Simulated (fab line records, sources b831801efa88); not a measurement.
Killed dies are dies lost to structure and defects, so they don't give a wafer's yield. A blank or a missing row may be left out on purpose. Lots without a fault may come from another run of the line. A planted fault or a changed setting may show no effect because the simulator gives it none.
A struck lot beside a sound one | flow gf180mcu | 11 steps out of a route of 602
Sound: wafers L114.1, L114.4, L114.5. Struck: wafers L126.1, L126.2, L126.5. The cause comes at the end.
At each step with rows: each side's tool, then ch and its chambers, then its first start. Under that, the readings that differ: sound wafers | struck wafers | difference of the means | sigmas: that difference in standard deviations of wafers without a fault.
alike: readings whose means differ by less than 2 such deviations, and words and numbers that are the same on both sides. not compared: withheld readings, readings that some wafer has no value for, bounds like >300 that may hide the same value, and numbers for which the record gives no deviation and whose values overlap.
The two part at a step that has a row with sigmas, a row that says differs or no value, or rows on one side only. Numbers that don't overlap but have no deviation are shown without sigmas and don't part them. A reading that every wafer of one side lacks parts them only if that side has two wafers or more.

GF_STI_BOW_MEAS_00:
  sound on film_metro-04, day 1 20:00; struck on film_metro-04, day 4 08:00
  alike: INCOMING_BOW
then, 1 step without rows for these wafers: GF_STI_OXIDATION_01 (stabilise 600 s, purge 300 s, target thk 10 nm).
GF_STI_THK_MEAS_02:
  sound on film_metro-04, day 1 22:19; struck on film_metro-03, day 4 09:41
  alike: STI_OXIDATION_THK
then, 1 step without rows for these wafers: GF_STI_CVD_03 (deposits Si3N4 from DCS/NH3, target thk 207.16 nm, time 3551 s).
GF_STI_THK_MEAS_04:
  sound on film_metro-03, day 2 00:22; struck on film_metro-02, day 4 11:44
  reading             | sound             | struck            | difference | sigmas
  STI_CVD_03_THK (nm) | 204.6 204.9 204.3 | 209.8 210.4 209.5 | +5.3       | +3
then, 4 steps without rows for these wafers: GF_STI_DEHYDRATE_05 (time 60 s); GF_STI_HMDS_06 (prime time 60 s); GF_STI_COAT_07 (resist thk 700 nm); GF_STI_SOFTBAKE_08 (time 60 s).
GF_STI_EXPOSE_09: exposes mask COMP, target cd 220 nm.
  sound on krf_scanner-02 ch 0, day 2 06:07; struck on krf_scanner-01, day 4 18:56
  no value came back on the struck wafers for exposure_dose_mJ_cm2, focus_offset_nm (nm); on the sound wafers exposure_dose_mJ_cm2 reads 27.957 27.969 27.999
  alike: mask
then, 1 step without rows for these wafers: GF_STI_PEB_10 (peb time 90 s).

WHERE THEY PART
First at GF_STI_THK_MEAS_04; last, within this record, at GF_STI_EXPOSE_09.

WHY: what the simulator had put in
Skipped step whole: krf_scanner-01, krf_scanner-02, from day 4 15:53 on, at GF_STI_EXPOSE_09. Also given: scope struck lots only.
